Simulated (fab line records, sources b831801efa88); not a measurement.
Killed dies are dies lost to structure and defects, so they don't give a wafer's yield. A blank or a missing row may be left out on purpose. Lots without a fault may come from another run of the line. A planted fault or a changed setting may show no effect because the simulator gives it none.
A sampling plan put to the test | flow sky130 | one fab line, 51 faults that these records tell of, each judged on the records of the lots that it struck
The plan is the line's own looks: the steps of the route at which a gauge or an inspection reads the wafer and doesn't change it. A look can be judged if struck wafers have a number there and the file gives its usual mean and standard deviation on fault-free wafers. Caught: at a look after the fault's first step, the mean of the struck wafers lies 4 or more of those standard deviations (sigma) from the usual mean. On the tool: the same test on the tool's own readings at the fault's steps. Another recipe on the struck wafers, or a record that is blank for them alone, also counts as caught.

THE FAULTS, as the simulator had put them in
1. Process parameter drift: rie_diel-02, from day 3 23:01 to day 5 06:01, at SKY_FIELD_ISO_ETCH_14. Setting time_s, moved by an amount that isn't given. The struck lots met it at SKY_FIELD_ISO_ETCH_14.
2. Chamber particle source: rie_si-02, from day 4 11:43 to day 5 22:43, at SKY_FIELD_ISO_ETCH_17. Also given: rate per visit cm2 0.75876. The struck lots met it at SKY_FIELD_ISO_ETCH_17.
3. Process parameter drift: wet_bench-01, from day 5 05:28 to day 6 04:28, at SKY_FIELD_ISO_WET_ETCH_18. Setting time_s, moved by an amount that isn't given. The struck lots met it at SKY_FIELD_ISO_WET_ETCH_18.
4. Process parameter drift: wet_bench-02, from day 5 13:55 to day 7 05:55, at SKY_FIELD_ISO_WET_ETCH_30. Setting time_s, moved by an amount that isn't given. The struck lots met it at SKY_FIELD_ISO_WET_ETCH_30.
5. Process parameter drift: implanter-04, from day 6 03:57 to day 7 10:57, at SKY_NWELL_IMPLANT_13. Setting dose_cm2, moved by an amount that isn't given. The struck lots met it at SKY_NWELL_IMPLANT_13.
6. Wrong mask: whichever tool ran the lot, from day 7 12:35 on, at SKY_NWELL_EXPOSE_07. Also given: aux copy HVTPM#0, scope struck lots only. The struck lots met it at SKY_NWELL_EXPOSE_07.
7. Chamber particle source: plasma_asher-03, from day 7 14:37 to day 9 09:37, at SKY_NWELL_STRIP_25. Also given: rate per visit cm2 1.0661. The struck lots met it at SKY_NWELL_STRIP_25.
8. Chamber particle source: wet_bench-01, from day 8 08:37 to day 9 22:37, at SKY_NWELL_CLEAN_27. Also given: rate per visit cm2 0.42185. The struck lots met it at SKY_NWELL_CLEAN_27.
9. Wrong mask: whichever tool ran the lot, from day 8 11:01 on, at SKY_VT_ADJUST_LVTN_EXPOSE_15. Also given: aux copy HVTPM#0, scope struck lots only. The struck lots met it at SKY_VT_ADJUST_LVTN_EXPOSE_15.
10. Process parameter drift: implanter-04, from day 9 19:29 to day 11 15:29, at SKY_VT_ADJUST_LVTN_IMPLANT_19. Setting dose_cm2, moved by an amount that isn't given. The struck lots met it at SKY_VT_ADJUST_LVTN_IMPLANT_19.
11. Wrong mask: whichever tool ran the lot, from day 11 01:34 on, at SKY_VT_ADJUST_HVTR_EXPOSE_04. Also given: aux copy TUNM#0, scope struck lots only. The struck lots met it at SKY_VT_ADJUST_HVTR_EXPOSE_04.
12. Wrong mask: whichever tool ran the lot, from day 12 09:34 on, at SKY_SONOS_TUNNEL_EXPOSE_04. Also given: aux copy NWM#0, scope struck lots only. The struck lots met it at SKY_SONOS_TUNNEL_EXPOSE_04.
13. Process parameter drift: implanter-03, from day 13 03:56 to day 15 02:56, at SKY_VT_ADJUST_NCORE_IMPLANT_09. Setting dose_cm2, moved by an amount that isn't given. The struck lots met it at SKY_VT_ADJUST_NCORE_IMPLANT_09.
14. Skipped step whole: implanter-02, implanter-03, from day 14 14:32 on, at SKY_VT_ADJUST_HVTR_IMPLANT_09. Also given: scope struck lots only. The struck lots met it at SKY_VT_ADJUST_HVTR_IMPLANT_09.
15. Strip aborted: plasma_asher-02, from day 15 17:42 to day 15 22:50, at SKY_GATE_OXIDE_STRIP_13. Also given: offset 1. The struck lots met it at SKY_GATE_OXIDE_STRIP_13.
16. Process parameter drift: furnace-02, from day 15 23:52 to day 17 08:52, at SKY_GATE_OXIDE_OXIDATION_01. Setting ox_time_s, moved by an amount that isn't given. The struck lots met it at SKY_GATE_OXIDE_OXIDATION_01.
17. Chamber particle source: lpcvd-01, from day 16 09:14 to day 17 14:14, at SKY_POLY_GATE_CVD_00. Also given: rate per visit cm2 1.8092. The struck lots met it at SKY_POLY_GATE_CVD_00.
18. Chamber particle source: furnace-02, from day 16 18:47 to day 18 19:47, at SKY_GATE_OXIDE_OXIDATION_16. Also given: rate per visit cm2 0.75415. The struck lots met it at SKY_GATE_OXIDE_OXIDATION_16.
19. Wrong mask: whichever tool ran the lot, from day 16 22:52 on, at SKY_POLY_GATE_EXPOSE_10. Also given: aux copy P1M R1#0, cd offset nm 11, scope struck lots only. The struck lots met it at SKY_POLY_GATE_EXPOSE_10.
20. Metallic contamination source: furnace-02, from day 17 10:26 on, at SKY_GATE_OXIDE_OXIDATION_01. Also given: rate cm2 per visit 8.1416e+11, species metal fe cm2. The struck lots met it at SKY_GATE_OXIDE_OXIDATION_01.
21. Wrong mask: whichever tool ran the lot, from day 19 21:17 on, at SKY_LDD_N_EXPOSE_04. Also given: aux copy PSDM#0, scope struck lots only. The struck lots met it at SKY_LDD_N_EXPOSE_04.
22. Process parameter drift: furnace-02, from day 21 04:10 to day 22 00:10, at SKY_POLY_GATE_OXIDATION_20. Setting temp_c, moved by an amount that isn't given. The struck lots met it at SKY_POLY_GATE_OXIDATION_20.
23. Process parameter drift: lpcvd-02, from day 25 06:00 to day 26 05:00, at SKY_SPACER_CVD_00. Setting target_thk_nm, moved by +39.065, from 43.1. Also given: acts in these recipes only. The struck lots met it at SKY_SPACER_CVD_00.
24. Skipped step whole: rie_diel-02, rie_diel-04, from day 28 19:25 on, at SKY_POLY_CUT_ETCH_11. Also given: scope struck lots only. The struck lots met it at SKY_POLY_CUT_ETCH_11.
25. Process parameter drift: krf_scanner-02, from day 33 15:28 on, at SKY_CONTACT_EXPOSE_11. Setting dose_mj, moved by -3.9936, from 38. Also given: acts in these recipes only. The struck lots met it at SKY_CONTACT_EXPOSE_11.
26. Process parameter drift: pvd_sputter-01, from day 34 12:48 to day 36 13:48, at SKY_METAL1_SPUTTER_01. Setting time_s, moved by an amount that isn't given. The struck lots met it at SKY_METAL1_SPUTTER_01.
27. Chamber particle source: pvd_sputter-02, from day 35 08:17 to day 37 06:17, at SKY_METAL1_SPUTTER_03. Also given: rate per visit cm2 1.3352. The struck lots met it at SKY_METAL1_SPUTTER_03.
28. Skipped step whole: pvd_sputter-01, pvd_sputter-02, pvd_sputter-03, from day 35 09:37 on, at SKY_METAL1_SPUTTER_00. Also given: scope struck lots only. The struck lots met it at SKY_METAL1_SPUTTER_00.
29. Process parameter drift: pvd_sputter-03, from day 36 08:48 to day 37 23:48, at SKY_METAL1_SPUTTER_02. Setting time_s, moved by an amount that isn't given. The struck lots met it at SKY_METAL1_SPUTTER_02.
30. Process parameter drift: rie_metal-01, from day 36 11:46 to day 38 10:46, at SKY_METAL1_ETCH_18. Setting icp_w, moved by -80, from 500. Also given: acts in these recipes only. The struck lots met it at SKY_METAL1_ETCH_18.
31. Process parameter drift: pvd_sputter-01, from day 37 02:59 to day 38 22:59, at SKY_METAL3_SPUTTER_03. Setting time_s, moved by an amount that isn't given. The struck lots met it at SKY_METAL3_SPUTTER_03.
32. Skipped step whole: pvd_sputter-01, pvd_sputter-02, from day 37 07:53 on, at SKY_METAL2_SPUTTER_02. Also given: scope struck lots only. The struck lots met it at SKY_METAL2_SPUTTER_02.
33. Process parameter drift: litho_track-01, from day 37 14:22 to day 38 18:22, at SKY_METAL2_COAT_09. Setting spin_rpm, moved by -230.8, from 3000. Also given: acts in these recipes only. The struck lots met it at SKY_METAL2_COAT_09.
34. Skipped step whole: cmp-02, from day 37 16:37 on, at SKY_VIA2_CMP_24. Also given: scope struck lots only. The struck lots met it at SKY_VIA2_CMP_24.
35. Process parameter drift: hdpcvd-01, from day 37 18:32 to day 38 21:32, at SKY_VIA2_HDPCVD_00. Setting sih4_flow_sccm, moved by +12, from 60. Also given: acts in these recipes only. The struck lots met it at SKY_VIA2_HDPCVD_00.
36. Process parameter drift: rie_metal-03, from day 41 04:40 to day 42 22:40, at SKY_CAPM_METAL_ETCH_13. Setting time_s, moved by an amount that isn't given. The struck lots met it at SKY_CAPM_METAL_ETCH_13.
37. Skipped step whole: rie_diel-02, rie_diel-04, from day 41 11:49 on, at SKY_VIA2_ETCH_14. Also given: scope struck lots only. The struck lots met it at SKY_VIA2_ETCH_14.
38. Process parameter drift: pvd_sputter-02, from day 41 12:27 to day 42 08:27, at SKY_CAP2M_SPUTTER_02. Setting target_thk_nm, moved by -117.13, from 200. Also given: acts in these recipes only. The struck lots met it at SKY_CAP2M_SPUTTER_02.
39. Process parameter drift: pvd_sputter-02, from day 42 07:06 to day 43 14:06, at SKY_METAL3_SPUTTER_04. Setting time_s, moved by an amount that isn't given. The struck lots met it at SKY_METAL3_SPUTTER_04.
40. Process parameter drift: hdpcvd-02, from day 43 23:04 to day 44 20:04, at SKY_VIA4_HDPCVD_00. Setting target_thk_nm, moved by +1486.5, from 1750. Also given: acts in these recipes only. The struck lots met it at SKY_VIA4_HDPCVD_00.
41. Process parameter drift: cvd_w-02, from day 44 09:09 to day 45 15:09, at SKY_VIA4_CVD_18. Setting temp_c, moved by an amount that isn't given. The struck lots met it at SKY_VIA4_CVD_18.
42. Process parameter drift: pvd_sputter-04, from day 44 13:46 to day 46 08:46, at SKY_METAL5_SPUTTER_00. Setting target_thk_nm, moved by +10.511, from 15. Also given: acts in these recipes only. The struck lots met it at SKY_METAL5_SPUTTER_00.
43. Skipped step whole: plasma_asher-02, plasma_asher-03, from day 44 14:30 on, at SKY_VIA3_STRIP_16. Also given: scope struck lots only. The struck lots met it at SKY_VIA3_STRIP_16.
44. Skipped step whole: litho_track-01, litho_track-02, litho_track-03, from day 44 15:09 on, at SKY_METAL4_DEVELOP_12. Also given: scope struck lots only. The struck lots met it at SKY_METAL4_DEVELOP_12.
45. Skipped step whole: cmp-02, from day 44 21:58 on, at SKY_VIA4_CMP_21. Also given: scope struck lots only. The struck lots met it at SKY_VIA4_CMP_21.
46. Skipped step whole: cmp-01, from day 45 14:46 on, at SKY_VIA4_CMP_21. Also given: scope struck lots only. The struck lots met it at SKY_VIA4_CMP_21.
47. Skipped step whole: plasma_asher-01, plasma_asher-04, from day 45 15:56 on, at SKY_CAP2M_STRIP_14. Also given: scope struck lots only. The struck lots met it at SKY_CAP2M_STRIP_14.
48. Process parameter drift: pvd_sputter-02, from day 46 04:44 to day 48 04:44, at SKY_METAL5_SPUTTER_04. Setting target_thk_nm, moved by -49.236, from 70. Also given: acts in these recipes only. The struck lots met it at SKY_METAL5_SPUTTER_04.
49. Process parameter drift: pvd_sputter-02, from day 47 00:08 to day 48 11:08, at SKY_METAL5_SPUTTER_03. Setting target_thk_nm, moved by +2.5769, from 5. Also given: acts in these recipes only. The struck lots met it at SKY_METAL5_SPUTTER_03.
50. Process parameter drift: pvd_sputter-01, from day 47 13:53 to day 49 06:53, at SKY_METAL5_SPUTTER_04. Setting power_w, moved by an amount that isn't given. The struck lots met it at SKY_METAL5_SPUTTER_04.
51. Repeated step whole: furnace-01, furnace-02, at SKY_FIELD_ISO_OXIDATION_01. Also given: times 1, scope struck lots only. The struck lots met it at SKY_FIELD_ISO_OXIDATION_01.

WHAT THE PLAN SAW
fault | on the tool itself                               | first look that catches it                      | reading, sigma                                             | median hours from its first step to that look | hours from the fault's start to the first struck lot there | judged looks passed uncaught
1     | run_length_s -78 sigma                           | no look after it can be judged                  | -                                                          | -                                             | -                                                          | 0
2     | under 2 sigma                                    | none of the 2 looks that can be judged after it | -                                                          | -                                             | -                                                          | 2
3     | run_length_s -70 sigma                           | none of the 2 looks that can be judged after it | -                                                          | -                                             | -                                                          | 2
4     | run_length_s -5.2 sigma                          | none of the 4 looks that can be judged after it | -                                                          | -                                             | -                                                          | 4
5     | dose_ions_cm2 +99 or beyond sigma                | SKY_NWELL_RS_MEAS_29                            | NWELL_RS -9.6                                              | 19.8                                          | 22                                                         | 0
6     | under 2 sigma                                    | SKY_NWELL_TW_MEAS_15                            | NWELL_TW -99 or beyond                                     | 10.4                                          | 15                                                         | 0
7     | only faintly: drypump_motor_current_A -2.0 sigma | no look after it can be judged                  | -                                                          | -                                             | -                                                          | 0
8     | under 2 sigma                                    | none of the 2 looks that can be judged after it | -                                                          | -                                             | -                                                          | 2
9     | under 2 sigma                                    | SKY_VT_ADJUST_LVTN_TW_MEAS_21                   | VT_ADJUST_LVTN_2_TW -99 or beyond                          | 10.4                                          | 15                                                         | 0
10    | dose_ions_cm2 +99 or beyond sigma                | SKY_VT_ADJUST_LVTN_TW_MEAS_21                   | VT_ADJUST_LVTN_2_TW +21                                    | 0.2                                           | 6                                                          | 0
11    | no reading that can be judged                    | SKY_VT_ADJUST_HVTR_TW_MEAS_11                   | VT_ADJUST_HVTR_TW -99 or beyond                            | 10.8                                          | 14                                                         | 0
12    | under 2 sigma                                    | SKY_SONOS_TUNNEL_TW_MEAS_12                     | SONOS_TUNNEL_TW -99 or beyond                              | 12.7                                          | 15                                                         | 0
13    | dose_ions_cm2 +99 or beyond sigma                | SKY_VT_ADJUST_NCORE_TW_MEAS_11                  | VT_ADJUST_NCORE_TW +24                                     | 0.2                                           | 14                                                         | 0
14    | the tool's record is blank for the struck wafers | SKY_VT_ADJUST_HVTR_TW_MEAS_11                   | VT_ADJUST_HVTR_TW -99 or beyond                            | 0.2                                           | 5                                                          | 0
15    | oes_product_au +54 sigma                         | no look after it can be judged                  | -                                                          | -                                             | -                                                          | 0
16    | no reading that can be judged                    | SKY_GATE_OXIDE_THK_MEAS_02                      | GATE_OXIDE_OXIDATION_00_THK +8.3                           | 1.4                                           | 4                                                          | 0
17    | under 2 sigma                                    | no look after it can be judged                  | -                                                          | -                                             | -                                                          | 0
18    | no reading that can be judged                    | not the one look that can be judged after it    | -                                                          | -                                             | -                                                          | 1
19    | no reading that can be judged                    | SKY_POLY_GATE_CD_MEAS_13                        | cd_nm +10                                                  | 14.8                                          | 21                                                         | 0
20    | no reading that can be judged                    | none of the 5 looks that can be judged after it | -                                                          | -                                             | -                                                          | 5
21    | under 2 sigma                                    | SKY_LDD_N_TW_MEAS_17                            | LDD_N_TW -99 or beyond                                     | 16.3                                          | 21                                                         | 0
22    | tube_center_temp_C -99 or beyond sigma           | SKY_POLY_GATE_THK_MEAS_21                       | POLY_GATE_OXIDATION_THK -11                                | 1.3                                           | 10                                                         | 0
23    | under 2 sigma                                    | SKY_SPACER_THK_MEAS_01                          | SPACER_CVD_00_THK +99 or beyond                            | 1.2                                           | 14                                                         | 0
24    | the tool's record is blank for the struck wafers | no look after it can be judged                  | -                                                          | -                                             | -                                                          | 0
25    | exposure_dose_mJ_cm2 -80 sigma                   | SKY_CONTACT_CD_MEAS_14                          | cd_nm -11                                                  | 12.9                                          | 15                                                         | 0
26    | under 2 sigma                                    | no look after it can be judged                  | -                                                          | -                                             | -                                                          | 0
27    | under 2 sigma                                    | not the one look that can be judged after it    | -                                                          | -                                             | -                                                          | 1
28    | the tool's record is blank for the struck wafers | no look after it can be judged                  | -                                                          | -                                             | -                                                          | 0
29    | under 2 sigma                                    | SKY_METAL1_RS_MEAS_05                           | METAL1_ALCU_RS -11                                         | 0.1                                           | 18                                                         | 0
30    | rf_fwd_power_W -47 sigma                         | no look after it can be judged                  | -                                                          | -                                             | -                                                          | 0
31    | under 2 sigma                                    | no look after it can be judged                  | -                                                          | -                                             | -                                                          | 0
32    | the tool's record is blank for the struck wafers | SKY_METAL2_RS_MEAS_05                           | METAL2_ALCU_RS +99 or beyond                               | 0.1                                           | 2                                                          | 0
33    | spin_speed_rpm -99 or beyond sigma               | no look after it can be judged                  | -                                                          | -                                             | -                                                          | 0
34    | the tool's record is blank for the struck wafers | no look after it can be judged                  | -                                                          | -                                             | -                                                          | 0
35    | sih4_flow_sccm +66 sigma                         | SKY_VIA2_THK_MEAS_01                            | VIA2_HDPCVD_THK +15                                        | 0.1                                           | 6                                                          | 0
36    | run_length_s +17 sigma                           | no look after it can be judged                  | -                                                          | -                                             | -                                                          | 0
37    | the tool's record is blank for the struck wafers | no look after it can be judged                  | -                                                          | -                                             | -                                                          | 0
38    | under 2 sigma                                    | SKY_CAP2M_RS_MEAS_03                            | CAP2M_TIN_RS +99 or beyond                                 | 0.1                                           | 10                                                         | 0
39    | under 2 sigma                                    | none of the 6 looks that can be judged after it | -                                                          | -                                             | -                                                          | 6
40    | under 2 sigma                                    | SKY_VIA4_THK_MEAS_01                            | VIA4_HDPCVD_THK +92                                        | 0.2                                           | 1                                                          | 0
41    | susceptor_temp_C -62 sigma                       | SKY_VIA4_RS_MEAS_19                             | VIA4_W_RS +30                                              | 0.2                                           | 13                                                         | 0
42    | under 2 sigma                                    | no look after it can be judged                  | -                                                          | -                                             | -                                                          | 0
43    | the tool's record is blank for the struck wafers | no look after it can be judged                  | -                                                          | -                                             | -                                                          | 0
44    | no reading that can be judged                    | no look after it can be judged                  | -                                                          | -                                             | -                                                          | 0
45    | the tool's record is blank for the struck wafers | no look after it can be judged                  | -                                                          | -                                             | -                                                          | 0
46    | the tool's record is blank for the struck wafers | no look after it can be judged                  | -                                                          | -                                             | -                                                          | 0
47    | the tool's record is blank for the struck wafers | no look after it can be judged                  | -                                                          | -                                             | -                                                          | 0
48    | under 2 sigma                                    | SKY_METAL5_THK_MEAS_06                          | METAL5_ALCU_THK +12                                        | 0.2                                           | 10                                                         | 0
49    | under 2 sigma                                    | no look after it can be judged                  | -                                                          | -                                             | -                                                          | 0
50    | cathode_dc_power_W +99 or beyond sigma           | none of the 2 looks that can be judged after it | strongest: METAL5_ALCU_THK at SKY_METAL5_THK_MEAS_06, -2.8 | -                                             | -                                                          | 2
51    | no reading that can be judged                    | SKY_FIELD_ISO_THK_MEAS_02                       | FIELD_ISO_OXIDATION_00_THK +37                             | 3.6                                           | -                                                          | 0
A dash: the fault isn't caught, or these records don't give the number.

Caught at a look: 22 of 51. Caught on the tool: 25 of 51. By one or the other: 38 of 51.
Caught on the tool alone: faults 1, 3, 4, 15, 24, 28, 30, 33, 34, 36, 37, 43, 45, 46, 47, 50.
Caught at a look alone: faults 6, 9, 11, 12, 16, 19, 21, 23, 29, 38, 40, 48, 51.
Caught by neither: faults 2, 7, 8, 17, 18, 20, 26, 27, 31, 39, 42, 44, 49.

THINNER SAMPLING
If the look that catches a fault measured only every second or every third lot, by lot number, the first struck lot would be measured this late in the worst case:
fault | struck lots at that look, in order of time | every lot | every second lot | every third lot
5     | L845, L848                                 | 22 h      | 43 h             | may miss all 2
6     | L152                                       | 15 h      | may miss it      | may miss it
9     | L864                                       | 15 h      | may miss it      | may miss it
10    | L236, L239, L241                           | 6 h       | 29 h             | may miss all 3
11    | L938                                       | 14 h      | may miss it      | may miss it
12    | L363                                       | 15 h      | may miss it      | may miss it
13    | L544, L547                                 | 14 h      | 29 h             | may miss all 2
14    | L412, L413                                 | 5 h       | 11 h             | may miss all 2
16    | L433, L434                                 | 4 h       | 13 h             | may miss all 2
19    | L548                                       | 21 h      | may miss it      | may miss it
21    | L890                                       | 21 h      | may miss it      | may miss it
22    | L970, L971                                 | 10 h      | 17 h             | may miss all 2
23    | L573, L574, L575                           | 14 h      | 14 h             | 16 h
25    | L497, L499, L504                           | 15 h      | 71 h             | 71 h
29    | L607, L608                                 | 18 h      | 19 h             | may miss all 2
32    | L566, L567                                 | 2 h       | 14 h             | may miss all 2
35    | L946, L948                                 | 6 h       | may miss all 2   | may miss all 2
38    | L908, L910                                 | 10 h      | may miss all 2   | may miss all 2
40    | L886, L887                                 | 1 h       | 10 h             | may miss all 2
41    | L197, L199                                 | 13 h      | may miss all 2   | may miss all 2
48    | L424, L426                                 | 10 h      | may miss all 2   | may miss all 2
Hours are from the fault's start to the first struck lot that is measured. The limit of 4 sigma was tested on all struck wafers together, so one lot alone may lie under it. Other struck lots may not be in these records.

THE LONGEST TIMED WAY FROM STEP TO LOOK
Fault 5: a median of 19.8 hours passes between SKY_NWELL_IMPLANT_13 and SKY_NWELL_RS_MEAS_29. No look between them can be judged.
